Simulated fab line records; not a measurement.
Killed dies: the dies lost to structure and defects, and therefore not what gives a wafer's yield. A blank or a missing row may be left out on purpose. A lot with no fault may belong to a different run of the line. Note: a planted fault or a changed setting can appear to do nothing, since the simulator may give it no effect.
Comparing a struck lot with a sound one / flow gf180mcu / 33 steps out of a route of 602
Sound: these wafers, L111.1, L111.2, L111.3. Struck: wafers L120.1, L120.3, L120.6. The cause is given at the end.
Per side, at each step with rows, come the tool, then ch with its chambers, and then its first start. Under that, the readings that differ: sound wafers / struck wafers / difference of the means / sigmas: that difference in standard deviations of wafers without a fault.
alike: a reading whose means differ by less than 2 such deviations, as well as words and numbers matching on both sides. not compared: withheld readings; readings where some wafer has no value; bounds like >300 that might hide an equal value; numbers whose values overlap and for which the record gives no deviation.
The two part at a step that has a row with sigmas, a row that says differs or no value, or rows on one side only. Numbers that have no deviation but don't overlap get no sigmas and don't part them. A reading that every wafer of one side lacks parts them only if that side has two wafers or more.

first, 10 steps without rows for these wafers: GF_POLY_GATE_HMDS_03 (prime time 60 s); GF_POLY_GATE_COAT_04; GF_POLY_GATE_COAT_05 (resist thk 700 nm); GF_POLY_GATE_SOFTBAKE_06 (time 60 s); GF_POLY_GATE_EXPOSE_07 (exposes mask Poly2, target cd 280 nm); GF_POLY_GATE_PEB_08 (peb time 90 s); GF_POLY_GATE_DEVELOP_09 (develop time 60 s); GF_POLY_GATE_ETCH_12 (etches BARC in N2/H2); GF_POLY_GATE_ETCH_13 (etches poly-Si in HBr/Cl2, stops on SiO2, target depth 198.5 nm, time 69.6 s); GF_POLY_GATE_STRIP_14 (strips in O2/N2).
GF_POLY_GATE_CLEAN_15: cleans in SC1/SC2, time 150 s.
  sound on wet-bench-04 ch 3, day 10 08:44; struck on wet-bench-01 ch 1, day 13 07:04
then, 21 steps without rows for these wafers: GF_POLY_GATE_OXIDATION_16 (stabilise 600 s, purge 300 s, target thk 4 nm); GF_HV_LDD_DEHYDRATE_00 (time 60 s); GF_HV_LDD_HMDS_01 (prime time 60 s); GF_HV_LDD_COAT_02 (resist thk 1000 nm); GF_HV_LDD_SOFTBAKE_03 (time 60 s); GF_HV_LDD_EXPOSE_04 (exposes mask Nplus LV AREA, target cd 400 nm); GF_HV_LDD_PEB_05; GF_HV_LDD_DEVELOP_06 (develop time 60 s); GF_HV_LDD_IMPLANT_09; GF_HV_LDD_STRIP_10 (strips in O2/N2); GF_HV_LDD_DEHYDRATE_12 (time 60 s); GF_HV_LDD_HMDS_13 (prime time 60 s); GF_HV_LDD_COAT_14 (resist thk 1000 nm); GF_HV_LDD_SOFTBAKE_15 (time 60 s); GF_HV_LDD_EXPOSE_16 (exposes mask Pplus LV AREA, target cd 400 nm); GF_HV_LDD_PEB_17; GF_HV_LDD_DEVELOP_18 (develop time 60 s); GF_HV_LDD_IMPLANT_21; GF_HV_LDD_STRIP_22 (strips in O2/N2); GF_HV_LDD_DEHYDRATE_24 (time 60 s); GF_HV_LDD_HMDS_25 (prime time 60 s).
-- record jumps: 20 days separate the struck wafers' starts on either side; left off in module HV_LDD, taken up again in module PASSIVATION, whose first shown step is the route's number 602 --
GF_PASSIVATION_PROBE_99:
  record: rows for the struck wafers here (prober-02, day 32 22:46), none for the sound ones

## WHERE THEY PART
Only at GF_PASSIVATION_PROBE_99, as far as this record shows.

WHY: what the simulator had put in
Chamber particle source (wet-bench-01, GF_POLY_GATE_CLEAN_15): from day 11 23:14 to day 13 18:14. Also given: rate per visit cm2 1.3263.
